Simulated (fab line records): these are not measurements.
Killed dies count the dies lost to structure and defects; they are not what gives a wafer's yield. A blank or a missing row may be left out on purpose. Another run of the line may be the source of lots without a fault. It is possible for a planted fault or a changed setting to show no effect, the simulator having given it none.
The same fault as seen by 2 desks -- flow sky130 -- numbers are kept per desk, each desk with only its own; the story behind them comes last

== FOR THE TOOL OWNER'S DESK: lithoTrack-04 ==
The tool's own readings at SKY_FIELD_ISO_DEVELOP_12 (develop time 60 s): means of the sampled wafers that have a number, for each lot that ran on this tool. If a lot's mean is further than 4 standard deviations from the usual mean, the lot is out of limits and carries the mark OUT (the distance appears in the brackets).
Columns: A = developerTempC at SKY_FIELD_ISO_DEVELOP_12, usual 21.01 C
lot,first seen here,A
L938,day 3 17:00,20.38 (-5.8) OUT
L942,day 4 13:00,20.09 (-8.4) OUT
L952,day 6 17:00,21.01
L954,day 7 04:00,20.98
This desk's verdict: out of limits on L938, L942, starting with L938 at day 3 17:00 (developerTempC at SKY_FIELD_ISO_DEVELOP_12). Within limits: L952, L954.

== THE METROLOGY DESK ==
What the gauges read, lot by lot, whatever tool the lot ran on: means of the sampled wafers that have a number. If a lot's mean is further than 4 standard deviations from the usual mean, the lot is out of limits and carries the mark OUT (the distance appears in the brackets).
Columns: A = FIELD_ISO_CVD_24_THK at SKY_FIELD_ISO_THK_MEAS_25, usual 595 nm; B = DNWELL_TW at SKY_DNWELL_TW_MEAS_09, usual 1107; C = NWELL_01_OVL at SKY_NWELL_OVL_MEAS_23, usual 0.7 nm
lot,first seen here,A,B,C
L932,day 2 14:24,596,1123,0.7
L938,day 3 19:56,602,1110,2.6
L942,day 4 17:58,593,1123,-1.1
L944,day 5 02:17,591,1119,0.3
L945,day 5 06:31,595,1090,-0.4
L946,day 5 13:29,591,1097,0.0
L947,day 5 20:54,597,1093,1.3
L948,day 6 03:38,606,1120,0.1
L949,day 6 04:47,590,1089,-0.8
L950,day 6 11:22,593,1120,1.0
L951,day 6 15:29,591,1101,0.4
L952,day 6 19:31,595,1093,1.2
L953,day 7 03:58,604,1103,3.4
L954,day 7 06:59,591,1110,1.1
Finding of this desk: none of the 14 lots has anything out of limits.

== BROUGHT TOGETHER ==
The tool owner's desk could have raised an alarm at day 3 17:00, on L938, L942.
Metrology desk: nothing out of limits seen.
The metrology desk has L938, L942 on record, within its limits.
On lithoTrack-04, each named lot ran SKY_FIELD_ISO_DEVELOP_12.

== WHAT THE SIMULATOR PUT IN ==
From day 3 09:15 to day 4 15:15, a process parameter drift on lithoTrack-04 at SKY_FIELD_ISO_DEVELOP_12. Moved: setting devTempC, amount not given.
Lots struck among those shown: L938, L942.
Hours from the fault's start to each desk's first reading out of limits: the tool owner's desk, 8.
